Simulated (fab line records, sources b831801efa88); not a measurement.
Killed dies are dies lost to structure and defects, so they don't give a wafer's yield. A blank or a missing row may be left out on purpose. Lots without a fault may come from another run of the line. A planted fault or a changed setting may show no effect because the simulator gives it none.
Chamber matching | flow sky130 | SKY_POLY_GATE_ETCH_16 on rie_diel-03: 4 sister chambers
The step etches Si3N4 in CH3F/O2, stops on poly-Si, time 147.5 s, target depth 75 nm. 22 wafers are shown with their chamber, then 11 later ones without.

WAFERS WITH THEIR CHAMBER
wafer  | chamber | drypump_motor_current_A (A) | throttle_valve_pct (%) | chamber_pressure_mTorr (mTorr)
L074.1 | 2       | 5.7                         | 10.536                 | 25.034
L074.2 | 1       | 6.2                         | 10.548                 | 25.019
L074.5 | 3       | 5.7                         | 10.530                 | 24.964
L075.2 | 3       | 5.8                         | 10.517                 | 25.004
L075.3 | 2       | 5.7                         | 10.528                 | 24.989
L075.6 | 1       | 6.1                         | 10.536                 | 24.993
L077.1 | 0       | 6.2                         | 10.531                 | 25.005
L077.2 | 1       | 6.2                         | 10.536                 | 24.975
L077.5 | 1       | 6.1                         | 10.542                 | 24.983
L080.1 | 0       | 6.2                         | 10.535                 | 24.993
L080.3 | 2       | 5.7                         | 10.528                 | 25.009
L080.5 | 2       | 5.7                         | 10.520                 | 24.967
L083.1 | 2       | 5.7                         | 10.537                 | 24.989
L083.5 | 0       | 6.2                         | 10.531                 | 25.008
L083.6 | 3       | 5.7                         | 10.534                 | 24.977
L084.2 | 1       | 6.1                         | 10.552                 | 24.992
L084.3 | 2       | 5.7                         | 10.531                 | 25.032
L084.6 | 1       | 6.1                         | 10.529                 | 24.978
L087.1 | 2       | 5.6                         | 10.530                 | 25.005
L087.3 | 1       | 6.1                         | 10.524                 | 24.979
L087.5 | 2       | 5.6                         | 10.521                 | 24.990
L088.1 | 2       | 5.7                         | 10.540                 | 24.998

SIGNATURES (means of the wafers above)
reading                 | chamber 0 | chamber 1 | chamber 2 | chamber 3 | scatter within a chamber
drypump_motor_current_A | 6.200     | 6.129     | 5.678     | 5.733     | 0.045
throttle_valve_pct      | 10.53233  | 10.53814  | 10.53011  | 10.52700  | 0.00796
chamber_pressure_mTorr  | 25.00200  | 24.98843  | 25.00144  | 24.98167  | 0.0183
Rule: a wafer's distance from a chamber is the root of the sum, over the readings, of the square of ((its reading less the chamber's mean) divided by the reading's scatter). The wafer belongs to the nearest chamber; if the next one is less than 2 further off, it can't be placed. The scatter: the root of (the sum of the squares of (reading less its chamber's mean) over the shown wafers, divided by (wafers less chambers)).

WAFERS WITHOUT THEIR CHAMBER
wafer  | drypump_motor_current_A (A) | throttle_valve_pct (%) | chamber_pressure_mTorr (mTorr)
L088.2 | 6.2                         | 10.529                 | 25.027
L088.5 | 5.7                         | 10.538                 | 25.015
L090.1 | 6.2                         | 10.534                 | 25.009
L090.2 | 6.2                         | 10.526                 | 25.022
L090.4 | 5.7                         | 10.536                 | 24.961
L094.1 | 5.8                         | 10.512                 | 24.977
L094.2 | 6.2                         | 10.543                 | 25.003
L094.3 | 5.7                         | 10.532                 | 24.995
L095.1 | 5.7                         | 10.546                 | 24.936
L095.4 | 5.7                         | 10.530                 | 25.028
L095.5 | 6.2                         | 10.541                 | 24.936

WHICH CHAMBER EACH WENT THROUGH
wafer  | from the rows above     | in truth
L088.2 | can't be placed: 0 or 1 | 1
L088.5 | can't be placed: 2 or 3 | 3
L090.1 | can't be placed: 0 or 1 | 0
L090.2 | can't be placed: 0 or 1 | 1
L090.4 | can't be placed: 3 or 2 | 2
L094.1 | can't be placed: 3 or 2 | 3
L094.2 | can't be placed: 0 or 1 | 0
L094.3 | can't be placed: 2 or 3 | 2
L095.1 | can't be placed: 3 or 2 | 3
L095.4 | can't be placed: 2 or 3 | 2
L095.5 | can't be placed: 1 or 0 | 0
Placed correctly: 0 of 11. Can't be placed from these rows: 11 (the true chamber is among the candidates in 11). Placed wrongly: 0.
